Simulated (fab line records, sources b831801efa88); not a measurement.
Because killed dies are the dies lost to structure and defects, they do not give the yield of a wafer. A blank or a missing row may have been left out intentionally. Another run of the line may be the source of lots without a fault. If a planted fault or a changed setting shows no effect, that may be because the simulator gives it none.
Which tool did it? | flow sky130 | 14 lots with 42 wafers sampled at 4 steps, on a route of 708 steps

## WHAT EACH GAUGE READ, for each wafer
SKY_FIELD_ISO_THK_MEAS_25.
lot  | measured    | on            | FIELD_ISO_CVD_24_THK (nm)
L212 | day 2 23:59 | film_metro-03 | 593 594 589
L211 | day 2 23:59 | film_metro-02 | 599 591 585
L214 | day 3 13:03 | film_metro-04 | 589 583 598
L216 | day 3 22:14 | film_metro-02 | 582 585 587
L218 | day 4 06:33 | film_metro-02 | 599 600 602
L221 | day 5 03:11 | film_metro-02 | 596 584 596
L222 | day 5 06:58 | film_metro-04 | 596 595 597
L223 | day 5 11:09 | film_metro-04 | 593 603 591
L225 | day 5 21:02 | film_metro-02 | 598 599 600
L227 | day 6 07:41 | film_metro-04 | 593 597 593
L228 | day 6 13:37 | film_metro-02 | 592 595 592
L230 | day 6 22:00 | film_metro-03 | 595 587 588
L231 | day 7 02:28 | film_metro-02 | 590 597 583
L232 | day 7 08:56 | film_metro-02 | 595 588 589

SKY_POLY_GATE_THK_MEAS_04.
lot  | measured     | on            | POLY_GATE_CVD_03_THK (nm)
L212 | day 16 21:02 | film_metro-02 | 74.5 74.8 74.5
L211 | day 17 02:08 | film_metro-02 | 75.3 74.4 74.8
L214 | day 17 22:11 | film_metro-02 | 74.0 73.3 73.5
L216 | day 18 10:09 | film_metro-03 | 74.2 73.7 73.8
L218 | day 19 08:37 | film_metro-02 | 73.9 74.4 74.5
L221 | day 20 18:44 | film_metro-01 | 74.7 74.7 74.7
L222 | day 21 00:27 | film_metro-03 | 74.7 74.2 74.1
L223 | day 21 09:45 | film_metro-01 | 73.8 73.8 74.0
L225 | day 21 21:07 | film_metro-03 | 75.3 74.9 75.0
L227 | day 22 12:56 | film_metro-03 | 74.3 74.4 74.8
L228 | day 22 20:49 | film_metro-01 | 75.3 74.9 75.3
L230 | day 23 16:15 | film_metro-02 | 73.9 74.3 74.9
L231 | day 23 13:50 | film_metro-01 | 74.8 74.8 75.0
L232 | day 24 00:20 | film_metro-03 | 75.7 75.1 75.3

SKY_LDD_LDN_OVL_MEAS_07.
lot  | measured     | on         | LDD_LDN_OVL (nm)
L212 | day 24 22:17 | overlay-01 | 2.8 2.2 1.5
L211 | day 25 02:20 | overlay-02 | 0.3 -0.3 0.8
L214 | day 25 21:07 | overlay-02 | 0.9 -0.3 -0.2
L216 | day 26 09:07 | overlay-02 | 0.2 -0.4 0.3
L218 | day 27 04:32 | overlay-01 | 2.8 1.1 1.0
L221 | day 28 13:50 | overlay-02 | 0.7 2.2 1.7
L222 | day 28 18:02 | overlay-01 | 1.3 0.9 -1.5
L223 | day 29 02:41 | overlay-01 | -0.8 -0.4 -2.3
L225 | day 29 12:45 | overlay-01 | 1.0 1.2 0.7
L227 | day 30 02:20 | overlay-02 | -0.7 -0.2 -0.5
L228 | day 30 10:16 | overlay-01 | 1.6 2.2 1.2
L230 | day 31 05:07 | overlay-01 | 0.1 -0.2 -1.1
L231 | day 31 01:10 | overlay-02 | 2.4 1.1 2.6
L232 | day 31 09:46 | overlay-01 | 2.8 0.9 2.7

## WHAT TOOL EACH LOT RAN ON (gives the tool, then ch and the chambers of the sampled wafers, and finally the start)
lot  | SKY_GATE_OXIDE_IMPLANT_11
L212 | implanter-02 ch 0, day 15 10:55
L211 | implanter-04 ch 0, day 15 14:25
L214 | implanter-02 ch 0, day 16 04:41
L216 | implanter-02 ch 0, day 16 19:49
L218 | implanter-03 ch 0, day 17 20:13
L221 | implanter-02 ch 0, day 19 03:59
L222 | implanter-02 ch 0, day 19 11:16
L223 | implanter-02 ch 0, day 19 16:01
L225 | implanter-02 ch 0, day 20 07:58
L227 | implanter-03 ch 0, day 20 23:08
L228 | implanter-04 ch 0, day 21 07:53
L230 | implanter-04 ch 0, day 22 01:13
L231 | implanter-03 ch 0, day 22 01:07
L232 | implanter-04 ch 0, day 22 12:28
- SKY_GATE_OXIDE_IMPLANT_11

## WHAT THE TOOLS THEMSELVES READ (means of the sampled wafers that have a number; where no wafer has one, the mark that the record gives instead)
SKY_GATE_OXIDE_IMPLANT_11.
lot  | tool         | beam_energy_keV
L212 | implanter-02 | 10.001
L211 | implanter-04 | 10.000
L214 | implanter-02 | 8.549
L216 | implanter-02 | 8.546
L218 | implanter-03 | 9.999
L221 | implanter-02 | 10.001
L222 | implanter-02 | 10.002
L223 | implanter-02 | 10.001
L225 | implanter-02 | 10.001
L227 | implanter-03 | 9.999
L228 | implanter-04 | 9.997
L230 | implanter-04 | 10.001
L231 | implanter-03 | 9.998
L232 | implanter-04 | 10.001

## THE ANSWER, worked out from the rows above alone
Rule: usual is defined by the lots themselves. The widest of any qualifying gaps counts: lots, ordered by their means at a reading, are off when they make up no more than a third of the lots, leave a main group of 4 or more, and stand apart from it by 3 or more times the standard deviation of that group's means. A main group is skipped when, at the precision printed for the reading in the tables above, its means are all equal. A lot without any number at a reading at which 4 lots or more have one is off too. The other lots that the step has rows for count as sound. First the gauges in route order, then the tools' own readings, where a lot's mean is used as printed above. The first step at which some lot is off is used, and at that step the reading that is off furthest; a lot without a number counts as furthest.
Off: L214, L216 (SKY_GATE_OXIDE_IMPLANT_11, beam_energy_keV). For the main group the mean is 10.000 and the standard deviation 0.0014.
A tool fits if, at that step or a process step before it, it ran every lot that is off, and no sound lot after the first of them. Not one of the candidates tried fits.

## WHAT THE SIMULATOR HAD PUT IN
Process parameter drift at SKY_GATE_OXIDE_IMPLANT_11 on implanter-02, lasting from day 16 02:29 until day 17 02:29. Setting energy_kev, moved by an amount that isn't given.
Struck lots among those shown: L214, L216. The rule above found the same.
